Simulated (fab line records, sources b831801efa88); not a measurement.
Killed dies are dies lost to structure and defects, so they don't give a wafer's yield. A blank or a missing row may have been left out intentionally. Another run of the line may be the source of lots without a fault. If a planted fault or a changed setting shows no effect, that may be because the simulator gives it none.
Matching of chambers | flow gf180mcu | GF_V5_ETCH_16 on rieDiel-03: 4 sister chambers
The step etches BARC in N2/H2. 4 wafers are shown with their chamber, then 8 later ones without.

== WAFERS WITH THEIR CHAMBER ==
wafer  | chamber | drypumpMotorCurrentA (A)
L203.2 | 3       | 4.8
L203.6 | 1       | 5.8
L207.6 | 2       | 5.4
L209.1 | 0       | 6.4

== WAFERS MISSING THEIR CHAMBER ==
wafer  | drypumpMotorCurrentA (A)
L209.3 | 5.4
L209.6 | 4.8
L211.1 | 5.9
L211.2 | 5.3
L211.5 | 6.5
L212.1 | 5.4
L212.4 | 6.5
L212.6 | 5.8

== WHICH CHAMBER EACH WENT THROUGH ==
wafer  | from the rows above | in truth
L209.3 | 2                   | 2
L209.6 | 3                   | 3
L211.1 | 1                   | 1
L211.2 | 2                   | 2
L211.5 | 0                   | 0
L212.1 | 2                   | 2
L212.4 | 0                   | 0
L212.6 | 1                   | 1
8 of 8 placed correctly. Number that these rows cannot place: 0. Number placed wrongly: 0.
How it was worked out, from the rows above alone: a wafer's distance from a chamber is the root of the sum, over the readings, of the square of ((its reading less the chamber's mean) divided by the reading's scatter). The wafer belongs to the nearest chamber; if the next one is less than 2 further off, it can't be placed. A chamber's mean is the mean of its shown wafers. The scatter: root of mean squared gap, hidden wafer to nearest shown wafer, with one shown wafer a chamber.
